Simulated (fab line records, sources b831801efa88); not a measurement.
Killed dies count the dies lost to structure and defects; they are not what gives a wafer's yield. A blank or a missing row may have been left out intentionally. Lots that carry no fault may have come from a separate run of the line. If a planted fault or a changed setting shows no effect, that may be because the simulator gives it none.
Chamber matching -- flow gf180mcu -- GF_V4_CMP_26 on cmp-01 has 4 sister chambers
The step polishes, stops on SiO2, t overpolish 15 s, target thk 0 nm. 7 wafers are shown with their chamber, then 10 later ones without.

== WAFERS PAIRED WITH THEIR CHAMBERS ==
wafer,chamber,motor current A (A),time to endpoint s (s)
L078.5,0,10.6,89
L082.1,1,10.7,89
L084.1,0,10.4,87
L084.3,1,10.2,87
L084.5,2,10.4,93
L086.1,3,9.2,83
L086.3,2,10.3,92

== WAFERS MISSING THEIR CHAMBER ==
wafer,motor current A (A),time to endpoint s (s)
L086.4,10.6,85
L087.2,10.2,88
L087.4,10.2,84
L087.6,10.6,88
L088.1,9.8,89
L088.4,10.1,85
L088.6,9.3,82
L097.2,10.2,85
L097.5,9.3,78
L097.6,10.1,86

== WHICH CHAMBER EACH ONE RAN IN ==
wafer,from the rows above,in truth
L086.4,can't be placed: 0 or 1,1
L087.2,can't be placed: 1 or 0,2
L087.4,can't be placed: 1 or 0 or 3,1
L087.6,can't be placed: 0 or 1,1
L088.1,can't be placed: 1 or 0 or 2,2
L088.4,can't be placed: 1 or 0 or 3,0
L088.6,3,3
L097.2,can't be placed: 1 or 0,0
L097.5,3,3
L097.6,can't be placed: 1 or 0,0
Correct placement for 2 of the 10. From these rows, 8 cannot be placed; in 7 the true chamber is one of the candidates. Placed wrongly: 0.
How it was worked out, from the rows above alone: a wafer's distance from a chamber is the root of the sum, over the readings, of the square of ((its reading less the chamber's mean) divided by the reading's scatter). The wafer belongs to the nearest chamber; if the next one is less than 2 further off, it can't be placed. The mean given for a chamber averages the wafers shown for that chamber. The scatter: take each reading less its chamber's mean, square it, sum over the shown wafers, divide by the number of wafers less the number of chambers, and take the root.
